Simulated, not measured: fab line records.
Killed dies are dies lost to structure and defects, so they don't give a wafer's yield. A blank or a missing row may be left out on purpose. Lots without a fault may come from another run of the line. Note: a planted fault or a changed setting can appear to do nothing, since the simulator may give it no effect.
fab line records / flow gf180mcu
[record] lots = 13 wafers = 39 last-day = 34
route steps=602 shown M1@319 V1@356 M3@413 V3@429
lots that met no fault: taken from a fault-free run of the same line
start-h: the number of hours between the record's first day and the start of the first shown wafer of the lot / wait-h: hours from the lot's prior step to this one / " as in the row above / L1.1+2: a single row standing in for several wafers / - no value present, or no start provided / * or withheld: withheld / < > ~ a bound
route shown NAME@n: a module of which the file shows steps, and the number in the route of the first / usual: mean/standard deviation taken from wafers without a fault / same: alike in all rows / chamber/n: place in a boat / sites: readings site by site / _std_site: the values' standard deviation / _edge_site: the outer-site mean with the inner-site mean subtracted / radius-mm: for every site, how far away it sits from the centre of the wafer / mask NAME#n: copy n / behind: the last tool/chamber to shape the wafer / hold: reason for holding the lot/hours on hold/outcome of the hold / device: whichever transistor did not switch (one of n, p or np) / end of line: tests of these same wafers at the route's end / where a step has no rows: the recipe by itself / killed: count of dies lost to structure and defects at first sort (not the wafer's yield) / map: a wafer's dies, marking killed ones x, the rest . and places with no die _
set.NAME: the setting the step ran with; set.NAME@STEP: the setting that earlier step ran with / model.NAME: the simulator's own value behind a step, which no gauge read
the route's steps for a sample of lots (tables are steps, rows are wafers)
services: when a tool's chamber went out of use (start-h, in hours from the record's first day, below 0 if earlier), for how many hours, and the reason
[[steps]]
[step GF_M1_SPUTTER_04]
[recipe] material = TiN target-thk-nm = 50 power-w = 6500 time-s = 41.7 chamber-pressure-pa = 0.4
[usual] throttle-valve-pct = 29.6/0.64
lot.wafer=L572.1 tool=pvd-sputter-01 chamber=- start-h=368.55 wait-h=0.0 throttle-valve-pct=29.5
lot.wafer=L572.2 tool=pvd-sputter-01 chamber=- start-h=368.55 wait-h=0.0 throttle-valve-pct=28.7
lot.wafer=L572.4 tool=pvd-sputter-01 chamber=- start-h=368.55 wait-h=0.0 throttle-valve-pct=30.7
lot.wafer=L573.2 tool=pvd-sputter-01 chamber=- start-h=379.15 wait-h=0.0 throttle-valve-pct=28.6
lot.wafer=L573.5 tool=pvd-sputter-01 chamber=- start-h=379.15 wait-h=0.0 throttle-valve-pct=28.9
lot.wafer=L573.6 tool=pvd-sputter-01 chamber=- start-h=379.15 wait-h=0.0 throttle-valve-pct=30.7
lot.wafer=L575.2 tool=pvd-sputter-03 chamber=- start-h=399.09 wait-h=0.0 throttle-valve-pct=30.0
lot.wafer=L575.5 tool=pvd-sputter-03 chamber=- start-h=399.09 wait-h=0.0 throttle-valve-pct=29.5
lot.wafer=L575.6 tool=pvd-sputter-03 chamber=- start-h=399.09 wait-h=0.0 throttle-valve-pct=29.9
lot.wafer=L576.1 tool=pvd-sputter-01 chamber=- start-h=410.26 wait-h=0.0 throttle-valve-pct=28.7
lot.wafer=L576.3 tool=pvd-sputter-01 chamber=- start-h=410.26 wait-h=0.0 throttle-valve-pct=29.2
lot.wafer=L576.6 tool=pvd-sputter-01 chamber=- start-h=410.26 wait-h=0.0 throttle-valve-pct=29.5
lot.wafer=L579.3 tool=pvd-sputter-04 chamber=- start-h=438.24 wait-h=0.0 throttle-valve-pct=29.4
lot.wafer=L579.4 tool=pvd-sputter-04 chamber=- start-h=438.24 wait-h=0.0 throttle-valve-pct=30.5
lot.wafer=L579.5 tool=pvd-sputter-04 chamber=- start-h=438.24 wait-h=0.0 throttle-valve-pct=29.6
lot.wafer=L580.3 tool=pvd-sputter-03 chamber=- start-h=445.57 wait-h=0.0 throttle-valve-pct=30.0
lot.wafer=L580.5 tool=pvd-sputter-03 chamber=- start-h=445.57 wait-h=0.0 throttle-valve-pct=29.4
lot.wafer=L580.6 tool=pvd-sputter-03 chamber=- start-h=445.57 wait-h=0.0 throttle-valve-pct=29.8
lot.wafer=L582.1 tool=pvd-sputter-01 chamber=- start-h=465.38 wait-h=0.0 throttle-valve-pct=30.6
lot.wafer=L582.2 tool=pvd-sputter-01 chamber=- start-h=465.38 wait-h=0.0 throttle-valve-pct=28.7
lot.wafer=L582.5 tool=pvd-sputter-01 chamber=- start-h=465.38 wait-h=0.0 throttle-valve-pct=29.2
lot.wafer=L583.3 tool=pvd-sputter-01 chamber=- start-h=475.23 wait-h=0.0 throttle-valve-pct=28.5
lot.wafer=L583.4 tool=pvd-sputter-01 chamber=- start-h=475.23 wait-h=0.0 throttle-valve-pct=29.6
lot.wafer=L583.6 tool=pvd-sputter-01 chamber=- start-h=475.23 wait-h=0.0 throttle-valve-pct=29.4
lot.wafer=L585.4 tool=pvd-sputter-01 chamber=- start-h=490.59 wait-h=0.0 throttle-valve-pct=30.7
lot.wafer=L585.5 tool=pvd-sputter-01 chamber=- start-h=490.59 wait-h=0.0 throttle-valve-pct=29.4
lot.wafer=L585.6 tool=pvd-sputter-01 chamber=- start-h=490.59 wait-h=0.0 throttle-valve-pct=30.5
lot.wafer=L588.3 tool=pvd-sputter-01 chamber=- start-h=514.24 wait-h=0.0 throttle-valve-pct=29.5
lot.wafer=L588.4 tool=pvd-sputter-01 chamber=- start-h=514.24 wait-h=0.0 throttle-valve-pct=29.5
lot.wafer=L588.5 tool=pvd-sputter-01 chamber=- start-h=514.24 wait-h=0.0 throttle-valve-pct=29.5
lot.wafer=L590.3 tool=pvd-sputter-01 chamber=- start-h=530.23 wait-h=0.0 throttle-valve-pct=28.9
lot.wafer=L590.4 tool=pvd-sputter-01 chamber=- start-h=530.23 wait-h=0.0 throttle-valve-pct=30.8
lot.wafer=L590.5 tool=pvd-sputter-01 chamber=- start-h=530.23 wait-h=0.0 throttle-valve-pct=29.6
lot.wafer=L592.1 tool=pvd-sputter-01 chamber=- start-h=541.29 wait-h=0.0 throttle-valve-pct=30.7
lot.wafer=L592.2 tool=pvd-sputter-01 chamber=- start-h=541.29 wait-h=0.0 throttle-valve-pct=29.4
lot.wafer=L592.3 tool=pvd-sputter-01 chamber=- start-h=541.29 wait-h=0.0 throttle-valve-pct=29.5
lot.wafer=L594.2 tool=pvd-sputter-03 chamber=- start-h=558.86 wait-h=0.0 throttle-valve-pct=29.7
lot.wafer=L594.4 tool=pvd-sputter-03 chamber=- start-h=558.86 wait-h=0.0 throttle-valve-pct=30.3
lot.wafer=L594.5 tool=pvd-sputter-03 chamber=- start-h=558.86 wait-h=0.0 throttle-valve-pct=30.7
[step GF_V1_SPUTTER_21]
[recipe] material = Ti target-thk-nm = 15 chamber-pressure-pa = 5 power-w = 2500 substrate-temp-c = 200 time-s = 80.02
[usual] throttle-valve-pct = 29.7/0.72
lot.wafer=L572.1 tool=pvd-sputter-02 chamber=- start-h=416.99 wait-h=0.0 throttle-valve-pct=28.9
lot.wafer=L572.2 tool=pvd-sputter-02 chamber=- start-h=416.99 wait-h=0.0 throttle-valve-pct=29.4
lot.wafer=L572.4 tool=pvd-sputter-02 chamber=- start-h=416.99 wait-h=0.0 throttle-valve-pct=30.1
lot.wafer=L573.2 tool=pvd-sputter-01 chamber=- start-h=427.79 wait-h=0.0 throttle-valve-pct=29.2
lot.wafer=L573.5 tool=pvd-sputter-01 chamber=- start-h=427.79 wait-h=0.0 throttle-valve-pct=29.6
lot.wafer=L573.6 tool=pvd-sputter-01 chamber=- start-h=427.79 wait-h=0.0 throttle-valve-pct=30.7
lot.wafer=L575.2 tool=pvd-sputter-04 chamber=- start-h=449.37 wait-h=0.0 throttle-valve-pct=29.2
lot.wafer=L575.5 tool=pvd-sputter-04 chamber=- start-h=449.37 wait-h=0.0 throttle-valve-pct=29.2
lot.wafer=L575.6 tool=pvd-sputter-04 chamber=- start-h=449.37 wait-h=0.0 throttle-valve-pct=29.1
lot.wafer=L576.1 tool=pvd-sputter-02 chamber=- start-h=461.84 wait-h=0.0 throttle-valve-pct=28.6
lot.wafer=L576.3 tool=pvd-sputter-02 chamber=- start-h=461.84 wait-h=0.0 throttle-valve-pct=31.0
lot.wafer=L576.6 tool=pvd-sputter-02 chamber=- start-h=461.84 wait-h=0.0 throttle-valve-pct=30.9
lot.wafer=L579.3 tool=pvd-sputter-02 chamber=- start-h=488.74 wait-h=0.0 throttle-valve-pct=29.1
lot.wafer=L579.4 tool=pvd-sputter-02 chamber=- start-h=488.74 wait-h=0.0 throttle-valve-pct=30.8
lot.wafer=L579.5 tool=pvd-sputter-02 chamber=- start-h=488.74 wait-h=0.0 throttle-valve-pct=29.3
lot.wafer=L580.3 tool=pvd-sputter-04 chamber=- start-h=495.99 wait-h=0.0 throttle-valve-pct=30.7
lot.wafer=L580.5 tool=pvd-sputter-04 chamber=- start-h=495.99 wait-h=0.0 throttle-valve-pct=29.0
lot.wafer=L580.6 tool=pvd-sputter-04 chamber=- start-h=495.99 wait-h=0.0 throttle-valve-pct=29.5
lot.wafer=L582.1 tool=pvd-sputter-04 chamber=- start-h=515.57 wait-h=0.0 throttle-valve-pct=30.8
lot.wafer=L582.2 tool=pvd-sputter-04 chamber=- start-h=515.57 wait-h=0.0 throttle-valve-pct=29.2
lot.wafer=L582.5 tool=pvd-sputter-04 chamber=- start-h=515.57 wait-h=0.0 throttle-valve-pct=30.7
lot.wafer=L583.3 tool=pvd-sputter-01 chamber=- start-h=524.38 wait-h=0.0 throttle-valve-pct=29.6
lot.wafer=L583.4 tool=pvd-sputter-01 chamber=- start-h=524.38 wait-h=0.0 throttle-valve-pct=28.8
lot.wafer=L583.6 tool=pvd-sputter-01 chamber=- start-h=524.38 wait-h=0.0 throttle-valve-pct=30.9
lot.wafer=L585.4 tool=pvd-sputter-04 chamber=- start-h=540.53 wait-h=0.0 throttle-valve-pct=29.0
lot.wafer=L585.5 tool=pvd-sputter-04 chamber=- start-h=540.53 wait-h=0.0 throttle-valve-pct=29.5
lot.wafer=L585.6 tool=pvd-sputter-04 chamber=- start-h=540.53 wait-h=0.0 throttle-valve-pct=29.2
lot.wafer=L588.3 tool=pvd-sputter-02 chamber=- start-h=562.49 wait-h=0.0 throttle-valve-pct=30.3
lot.wafer=L588.4 tool=pvd-sputter-02 chamber=- start-h=562.49 wait-h=0.0 throttle-valve-pct=29.1
lot.wafer=L588.5 tool=pvd-sputter-02 chamber=- start-h=562.49 wait-h=0.0 throttle-valve-pct=30.9
lot.wafer=L590.3 tool=pvd-sputter-04 chamber=- start-h=577.29 wait-h=0.0 throttle-valve-pct=29.4
lot.wafer=L590.4 tool=pvd-sputter-04 chamber=- start-h=577.29 wait-h=0.0 throttle-valve-pct=29.5
lot.wafer=L590.5 tool=pvd-sputter-04 chamber=- start-h=577.29 wait-h=0.0 throttle-valve-pct=29.4
lot.wafer=L592.1 tool=pvd-sputter-01 chamber=- start-h=587.03 wait-h=0.0 throttle-valve-pct=29.7
lot.wafer=L592.2 tool=pvd-sputter-01 chamber=- start-h=587.03 wait-h=0.0 throttle-valve-pct=29.4
lot.wafer=L592.3 tool=pvd-sputter-01 chamber=- start-h=587.03 wait-h=0.0 throttle-valve-pct=30.7
lot.wafer=L594.2 tool=pvd-sputter-02 chamber=- start-h=603.74 wait-h=0.0 throttle-valve-pct=29.1
lot.wafer=L594.4 tool=pvd-sputter-02 chamber=- start-h=603.74 wait-h=0.0 throttle-valve-pct=28.4
lot.wafer=L594.5 tool=pvd-sputter-02 chamber=- start-h=603.74 wait-h=0.0 throttle-valve-pct=30.8
[step GF_M3_SPUTTER_04]
[recipe] material = TiN target-thk-nm = 50 power-w = 6500 time-s = 41.7 chamber-pressure-pa = 0.4
[usual] throttle-valve-pct = 29.7/0.61
lot.wafer=L572.1 tool=pvd-sputter-03 chamber=- start-h=470.46 wait-h=0.0 throttle-valve-pct=29.4
lot.wafer=L572.2 tool=pvd-sputter-03 chamber=- start-h=470.46 wait-h=0.0 throttle-valve-pct=30.6
lot.wafer=L572.4 tool=pvd-sputter-03 chamber=- start-h=470.46 wait-h=0.0 throttle-valve-pct=29.6
lot.wafer=L573.2 tool=pvd-sputter-01 chamber=- start-h=481.07 wait-h=0.0 throttle-valve-pct=29.4
lot.wafer=L573.5 tool=pvd-sputter-01 chamber=- start-h=481.07 wait-h=0.0 throttle-valve-pct=30.5
lot.wafer=L573.6 tool=pvd-sputter-01 chamber=- start-h=481.07 wait-h=0.0 throttle-valve-pct=28.8
lot.wafer=L575.2 tool=pvd-sputter-01 chamber=- start-h=500.71 wait-h=0.0 throttle-valve-pct=29.2
lot.wafer=L575.5 tool=pvd-sputter-01 chamber=- start-h=500.71 wait-h=0.0 throttle-valve-pct=30.8
lot.wafer=L575.6 tool=pvd-sputter-01 chamber=- start-h=500.71 wait-h=0.0 throttle-valve-pct=29.5
lot.wafer=L576.1 tool=pvd-sputter-03 chamber=- start-h=513.10 wait-h=0.0 throttle-valve-pct=30.1
lot.wafer=L576.3 tool=pvd-sputter-03 chamber=- start-h=513.10 wait-h=0.0 throttle-valve-pct=30.6
lot.wafer=L576.6 tool=pvd-sputter-03 chamber=- start-h=513.10 wait-h=0.0 throttle-valve-pct=30.4
lot.wafer=L579.3 tool=pvd-sputter-03 chamber=- start-h=540.15 wait-h=0.0 throttle-valve-pct=29.3
lot.wafer=L579.4 tool=pvd-sputter-03 chamber=- start-h=540.15 wait-h=0.0 throttle-valve-pct=30.6
lot.wafer=L579.5 tool=pvd-sputter-03 chamber=- start-h=540.15 wait-h=0.0 throttle-valve-pct=30.3
lot.wafer=L580.3 tool=pvd-sputter-03 chamber=- start-h=546.50 wait-h=0.0 throttle-valve-pct=30.3
lot.wafer=L580.5 tool=pvd-sputter-03 chamber=- start-h=546.50 wait-h=0.0 throttle-valve-pct=29.9
lot.wafer=L580.6 tool=pvd-sputter-03 chamber=- start-h=546.50 wait-h=0.0 throttle-valve-pct=29.2
lot.wafer=L582.1 tool=pvd-sputter-03 chamber=- start-h=564.80 wait-h=0.0 throttle-valve-pct=30.1
lot.wafer=L582.2 tool=pvd-sputter-03 chamber=- start-h=564.80 wait-h=0.0 throttle-valve-pct=30.7
lot.wafer=L582.5 tool=pvd-sputter-03 chamber=- start-h=564.80 wait-h=0.0 throttle-valve-pct=29.8
lot.wafer=L583.3 tool=pvd-sputter-01 chamber=- start-h=573.63 wait-h=0.0 throttle-valve-pct=29.5
lot.wafer=L583.4 tool=pvd-sputter-01 chamber=- start-h=573.63 wait-h=0.0 throttle-valve-pct=30.7
lot.wafer=L583.6 tool=pvd-sputter-01 chamber=- start-h=573.63 wait-h=0.0 throttle-valve-pct=28.7
lot.wafer=L585.4 tool=pvd-sputter-04 chamber=- start-h=588.25 wait-h=0.0 throttle-valve-pct=29.1
lot.wafer=L585.5 tool=pvd-sputter-04 chamber=- start-h=588.25 wait-h=0.0 throttle-valve-pct=29.3
lot.wafer=L585.6 tool=pvd-sputter-04 chamber=- start-h=588.25 wait-h=0.0 throttle-valve-pct=28.9
lot.wafer=L588.3 tool=pvd-sputter-01 chamber=- start-h=609.05 wait-h=0.0 throttle-valve-pct=28.6
lot.wafer=L588.4 tool=pvd-sputter-01 chamber=- start-h=609.05 wait-h=0.0 throttle-valve-pct=29.6
lot.wafer=L588.5 tool=pvd-sputter-01 chamber=- start-h=609.05 wait-h=0.0 throttle-valve-pct=29.3
lot.wafer=L590.3 tool=pvd-sputter-03 chamber=- start-h=623.16 wait-h=0.0 throttle-valve-pct=29.8
lot.wafer=L590.4 tool=pvd-sputter-03 chamber=- start-h=623.16 wait-h=0.0 throttle-valve-pct=30.4
lot.wafer=L590.5 tool=pvd-sputter-03 chamber=- start-h=623.16 wait-h=0.0 throttle-valve-pct=30.6
lot.wafer=L592.1 tool=pvd-sputter-01 chamber=- start-h=632.70 wait-h=0.0 throttle-valve-pct=29.7
lot.wafer=L592.2 tool=pvd-sputter-01 chamber=- start-h=632.70 wait-h=0.0 throttle-valve-pct=28.4
lot.wafer=L592.3 tool=pvd-sputter-01 chamber=- start-h=632.70 wait-h=0.0 throttle-valve-pct=29.4
lot.wafer=L594.2 tool=pvd-sputter-01 chamber=- start-h=649.04 wait-h=0.0 throttle-valve-pct=28.7
lot.wafer=L594.4 tool=pvd-sputter-01 chamber=- start-h=649.04 wait-h=0.0 throttle-valve-pct=29.2
lot.wafer=L594.5 tool=pvd-sputter-01 chamber=- start-h=649.04 wait-h=0.0 throttle-valve-pct=29.4
[step GF_V3_CVD_00]
[recipe] material = SiO2 target-thk-nm = 600 sigma-open-frac = 0.3 temp-c = 400 time-s = 100 sih4-flow-sccm = 60 pressure-mtorr = 6
[usual] sih4-flow-sccm = 60.02/0.17
lot.wafer=L572.1 tool=hdpcvd-02 chamber=1 start-h=495.35 wait-h=0.0 sih4-flow-sccm=59.88
lot.wafer=L572.2 tool=hdpcvd-02 chamber=0 start-h=495.35 wait-h=0.0 sih4-flow-sccm=59.72
lot.wafer=L572.4 tool=hdpcvd-02 chamber=1 start-h=495.35 wait-h=0.0 sih4-flow-sccm=59.71
lot.wafer=L573.2 tool=hdpcvd-01 chamber=1 start-h=505.99 wait-h=0.0 sih4-flow-sccm=60.15
lot.wafer=L573.5 tool=hdpcvd-01 chamber=2 start-h=505.99 wait-h=0.0 sih4-flow-sccm=59.89
lot.wafer=L573.6 tool=hdpcvd-01 chamber=0 start-h=505.99 wait-h=0.0 sih4-flow-sccm=60.24
lot.wafer=L575.2 tool=hdpcvd-01 chamber=2 start-h=524.62 wait-h=0.0 sih4-flow-sccm=60.05
lot.wafer=L575.5 tool=hdpcvd-01 chamber=0 start-h=524.62 wait-h=0.0 sih4-flow-sccm=59.91
lot.wafer=L575.6 tool=hdpcvd-01 chamber=1 start-h=524.62 wait-h=0.0 sih4-flow-sccm=60.07
lot.wafer=L576.1 tool=hdpcvd-02 chamber=1 start-h=536.34 wait-h=0.0 sih4-flow-sccm=60.03
lot.wafer=L576.3 tool=hdpcvd-02 chamber=2 start-h=536.34 wait-h=0.0 sih4-flow-sccm=59.76
lot.wafer=L576.6 tool=hdpcvd-02 chamber=0 start-h=536.34 wait-h=0.0 sih4-flow-sccm=60.06
lot.wafer=L579.3 tool=hdpcvd-02 chamber=2 start-h=563.36 wait-h=0.0 sih4-flow-sccm=59.98
lot.wafer=L579.4 tool=hdpcvd-02 chamber=0 start-h=563.36 wait-h=0.0 sih4-flow-sccm=60.21
lot.wafer=L579.5 tool=hdpcvd-02 chamber=1 start-h=563.36 wait-h=0.0 sih4-flow-sccm=60.47
lot.wafer=L580.3 tool=hdpcvd-02 chamber=0 start-h=569.13 wait-h=0.0 sih4-flow-sccm=59.69
lot.wafer=L580.5 tool=hdpcvd-02 chamber=2 start-h=569.13 wait-h=0.0 sih4-flow-sccm=60.22
lot.wafer=L580.6 tool=hdpcvd-02 chamber=1 start-h=569.13 wait-h=0.0 sih4-flow-sccm=59.63
lot.wafer=L582.1 tool=hdpcvd-01 chamber=0 start-h=587.91 wait-h=0.0 sih4-flow-sccm=59.78
lot.wafer=L582.2 tool=hdpcvd-01 chamber=1 start-h=587.91 wait-h=0.0 sih4-flow-sccm=60.27
lot.wafer=L582.5 tool=hdpcvd-01 chamber=1 start-h=587.91 wait-h=0.0 sih4-flow-sccm=60.13
lot.wafer=L583.3 tool=hdpcvd-02 chamber=1 start-h=596.48 wait-h=0.0 sih4-flow-sccm=60.22
lot.wafer=L583.4 tool=hdpcvd-02 chamber=0 start-h=596.48 wait-h=0.0 sih4-flow-sccm=60.00
lot.wafer=L583.6 tool=hdpcvd-02 chamber=2 start-h=596.48 wait-h=0.0 sih4-flow-sccm=60.12
lot.wafer=L585.4 tool=hdpcvd-01 chamber=1 start-h=610.11 wait-h=0.0 sih4-flow-sccm=59.94
lot.wafer=L585.5 tool=hdpcvd-01 chamber=2 start-h=610.11 wait-h=0.0 sih4-flow-sccm=59.91
lot.wafer=L585.6 tool=hdpcvd-01 chamber=0 start-h=610.11 wait-h=0.0 sih4-flow-sccm=59.94
lot.wafer=L588.3 tool=hdpcvd-02 chamber=1 start-h=630.82 wait-h=0.0 sih4-flow-sccm=59.97
lot.wafer=L588.4 tool=hdpcvd-02 chamber=1 start-h=630.82 wait-h=0.0 sih4-flow-sccm=60.13
lot.wafer=L588.5 tool=hdpcvd-02 chamber=0 start-h=630.82 wait-h=0.0 sih4-flow-sccm=60.15
lot.wafer=L590.3 tool=hdpcvd-02 chamber=0 start-h=644.37 wait-h=0.0 sih4-flow-sccm=59.87
lot.wafer=L590.4 tool=hdpcvd-02 chamber=1 start-h=644.37 wait-h=0.0 sih4-flow-sccm=30.31
lot.wafer=L590.5 tool=hdpcvd-02 chamber=2 start-h=644.37 wait-h=0.0 sih4-flow-sccm=59.75
lot.wafer=L592.1 tool=hdpcvd-02 chamber=1 start-h=653.29 wait-h=0.0 sih4-flow-sccm=30.27
lot.wafer=L592.2 tool=hdpcvd-02 chamber=0 start-h=653.29 wait-h=0.0 sih4-flow-sccm=59.89
lot.wafer=L592.3 tool=hdpcvd-02 chamber=2 start-h=653.29 wait-h=0.0 sih4-flow-sccm=59.88
lot.wafer=L594.2 tool=hdpcvd-01 chamber=2 start-h=669.11 wait-h=0.0 sih4-flow-sccm=59.97
lot.wafer=L594.4 tool=hdpcvd-01 chamber=2 start-h=669.11 wait-h=0.0 sih4-flow-sccm=59.90
lot.wafer=L594.5 tool=hdpcvd-01 chamber=0 start-h=669.11 wait-h=0.0 sih4-flow-sccm=60.16
[step GF_V3_THK_MEAS_01]
[recipe] reads = SiO2_of_V3_CVD_00
[usual] V3_CVD_00_THK = 600/6.2
lot.wafer=L572.1 tool=film-metro-02 chamber=- start-h=495.43 wait-h=0.0 V3_CVD_00_THK[nm]=599
lot.wafer=L572.2 tool=film-metro-02 chamber=- start-h=495.43 wait-h=0.0 V3_CVD_00_THK[nm]=600
lot.wafer=L572.4 tool=film-metro-02 chamber=- start-h=495.43 wait-h=0.0 V3_CVD_00_THK[nm]=602
lot.wafer=L573.2 tool=film-metro-01 chamber=- start-h=506.07 wait-h=0.0 V3_CVD_00_THK[nm]=601
lot.wafer=L573.5 tool=film-metro-01 chamber=- start-h=506.07 wait-h=0.0 V3_CVD_00_THK[nm]=608
lot.wafer=L573.6 tool=film-metro-01 chamber=- start-h=506.07 wait-h=0.0 V3_CVD_00_THK[nm]=590
lot.wafer=L575.2 tool=film-metro-01 chamber=- start-h=524.71 wait-h=0.0 V3_CVD_00_THK[nm]=599
lot.wafer=L575.5 tool=film-metro-01 chamber=- start-h=524.71 wait-h=0.0 V3_CVD_00_THK[nm]=597
lot.wafer=L575.6 tool=film-metro-01 chamber=- start-h=524.71 wait-h=0.0 V3_CVD_00_THK[nm]=586
lot.wafer=L576.1 tool=film-metro-04 chamber=- start-h=536.41 wait-h=0.0 V3_CVD_00_THK[nm]=602
lot.wafer=L576.3 tool=film-metro-04 chamber=- start-h=536.41 wait-h=0.0 V3_CVD_00_THK[nm]=599
lot.wafer=L576.6 tool=film-metro-04 chamber=- start-h=536.41 wait-h=0.0 V3_CVD_00_THK[nm]=598
lot.wafer=L579.3 tool=film-metro-02 chamber=- start-h=563.45 wait-h=0.1 V3_CVD_00_THK[nm]=598
lot.wafer=L579.4 tool=film-metro-02 chamber=- start-h=563.45 wait-h=0.1 V3_CVD_00_THK[nm]=604
lot.wafer=L579.5 tool=film-metro-02 chamber=- start-h=563.45 wait-h=0.1 V3_CVD_00_THK[nm]=604
lot.wafer=L580.3 tool=film-metro-02 chamber=- start-h=569.23 wait-h=0.1 V3_CVD_00_THK[nm]=595
lot.wafer=L580.5 tool=film-metro-02 chamber=- start-h=569.23 wait-h=0.1 V3_CVD_00_THK[nm]=590
lot.wafer=L580.6 tool=film-metro-02 chamber=- start-h=569.23 wait-h=0.1 V3_CVD_00_THK[nm]=601
lot.wafer=L582.1 tool=film-metro-01 chamber=- start-h=587.99 wait-h=0.0 V3_CVD_00_THK[nm]=593
lot.wafer=L582.2 tool=film-metro-01 chamber=- start-h=587.99 wait-h=0.0 V3_CVD_00_THK[nm]=602
lot.wafer=L582.5 tool=film-metro-01 chamber=- start-h=587.99 wait-h=0.0 V3_CVD_00_THK[nm]=588
lot.wafer=L583.3 tool=film-metro-02 chamber=- start-h=596.57 wait-h=0.1 V3_CVD_00_THK[nm]=598
lot.wafer=L583.4 tool=film-metro-02 chamber=- start-h=596.57 wait-h=0.1 V3_CVD_00_THK[nm]=599
lot.wafer=L583.6 tool=film-metro-02 chamber=- start-h=596.57 wait-h=0.1 V3_CVD_00_THK[nm]=598
lot.wafer=L585.4 tool=film-metro-02 chamber=- start-h=610.17 wait-h=0.0 V3_CVD_00_THK[nm]=607
lot.wafer=L585.5 tool=film-metro-02 chamber=- start-h=610.17 wait-h=0.0 V3_CVD_00_THK[nm]=615
lot.wafer=L585.6 tool=film-metro-02 chamber=- start-h=610.17 wait-h=0.0 V3_CVD_00_THK[nm]=611
lot.wafer=L588.3 tool=film-metro-02 chamber=- start-h=630.92 wait-h=0.1 V3_CVD_00_THK[nm]=608
lot.wafer=L588.4 tool=film-metro-02 chamber=- start-h=630.92 wait-h=0.1 V3_CVD_00_THK[nm]=611
lot.wafer=L588.5 tool=film-metro-02 chamber=- start-h=630.92 wait-h=0.1 V3_CVD_00_THK[nm]=610
lot.wafer=L590.3 tool=film-metro-04 chamber=- start-h=644.46 wait-h=0.1 V3_CVD_00_THK[nm]=607
lot.wafer=L590.4 tool=film-metro-04 chamber=- start-h=644.46 wait-h=0.1 V3_CVD_00_THK[nm]=305
lot.wafer=L590.5 tool=film-metro-04 chamber=- start-h=644.46 wait-h=0.1 V3_CVD_00_THK[nm]=604
lot.wafer=L592.1 tool=film-metro-01 chamber=- start-h=653.37 wait-h=0.0 V3_CVD_00_THK[nm]=304
lot.wafer=L592.2 tool=film-metro-01 chamber=- start-h=653.37 wait-h=0.0 V3_CVD_00_THK[nm]=604
lot.wafer=L592.3 tool=film-metro-01 chamber=- start-h=653.37 wait-h=0.0 V3_CVD_00_THK[nm]=596
lot.wafer=L594.2 tool=film-metro-01 chamber=- start-h=669.22 wait-h=0.1 V3_CVD_00_THK[nm]=598
lot.wafer=L594.4 tool=film-metro-01 chamber=- start-h=669.22 wait-h=0.1 V3_CVD_00_THK[nm]=602
lot.wafer=L594.5 tool=film-metro-01 chamber=- start-h=669.22 wait-h=0.1 V3_CVD_00_THK[nm]=595
[[services]]
tool=hdpcvd-01 chamber=- start-h=362.29 hours=2.8 kind=pm
tool=pvd-sputter-03 chamber=- start-h=365.99 hours=7.0 kind=repair
tool=pvd-sputter-02 chamber=- start-h=379.06 hours=3.1 kind=repair
tool=hdpcvd-02 chamber=- start-h=413.77 hours=3.2 kind=repair
tool=hdpcvd-02 chamber=- start-h=425.33 hours=66.8 kind=repair
tool=pvd-sputter-02 chamber=- start-h=480.43 hours=8.2 kind=repair
tool=pvd-sputter-04 chamber=- start-h=492.15 hours=1.2 kind=repair
tool=hdpcvd-01 chamber=- start-h=539.25 hours=15.0 kind=pm
tool=hdpcvd-01 chamber=1 start-h=553.34 hours=3.9 kind=repair
tool=hdpcvd-01 chamber=- start-h=555.55 hours=24.2 kind=repair
tool=pvd-sputter-01 chamber=2 start-h=563.40 hours=- kind=consumable-replace:kit
tool=pvd-sputter-01 chamber=2 start-h=563.40 hours=18.0 kind=scheduled-down
tool=pvd-sputter-01 chamber=2 start-h=563.40 hours=18.0 kind=vent-cycle
tool=pvd-sputter-01 chamber=- start-h=588.96 hours=2.7 kind=repair
tool=pvd-sputter-04 chamber=- start-h=599.64 hours=5.3 kind=repair
tool=pvd-sputter-03 chamber=- start-h=607.90 hours=12.7 kind=repair
tool=pvd-sputter-04 chamber=- start-h=625.41 hours=6.4 kind=repair
tool=hdpcvd-02 chamber=- start-h=628.37 hours=1.7 kind=repair
tool=pvd-sputter-04 chamber=- start-h=637.66 hours=4.2 kind=repair
tool=pvd-sputter-01 chamber=1 start-h=649.08 hours=- kind=consumable-replace:kit
tool=pvd-sputter-01 chamber=1 start-h=649.08 hours=18.0 kind=scheduled-down
tool=pvd-sputter-01 chamber=1 start-h=649.08 hours=18.0 kind=vent-cycle
tool=pvd-sputter-03 chamber=- start-h=667.61 hours=5.5 kind=repair
tool=hdpcvd-01 chamber=1 start-h=668.92 hours=3.9 kind=repair
[[key]]
[first-sign] step = GF_V3_CVD_00 reading = sih4-flow-sccm direction = down sigmas = 99+ usual = 60.02 struck = 30.29
[effect] step = GF_V3_THK_MEAS_01 reading = V3_CVD_00_THK direction = down sigmas = 48 usual = 600 struck = 305
met-at GF_V3_CVD_00
struck-lots L590,L592
struck-wafers L590.4,L592.1
not-acting-at GF_M1_SPUTTER_04,GF_V1_SPUTTER_21,GF_M3_SPUTTER_04
onset-between 630.82 644.37
[fault] kind = process-parameter-drift tool = hdpcvd-02 chamber = 1 onset-h = 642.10 steps = GF_V3_CVD_00 channel = sih4-flow-sccm offset = -30 shape = step end-h = 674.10 acts-in = these-recipes-only stated = 60
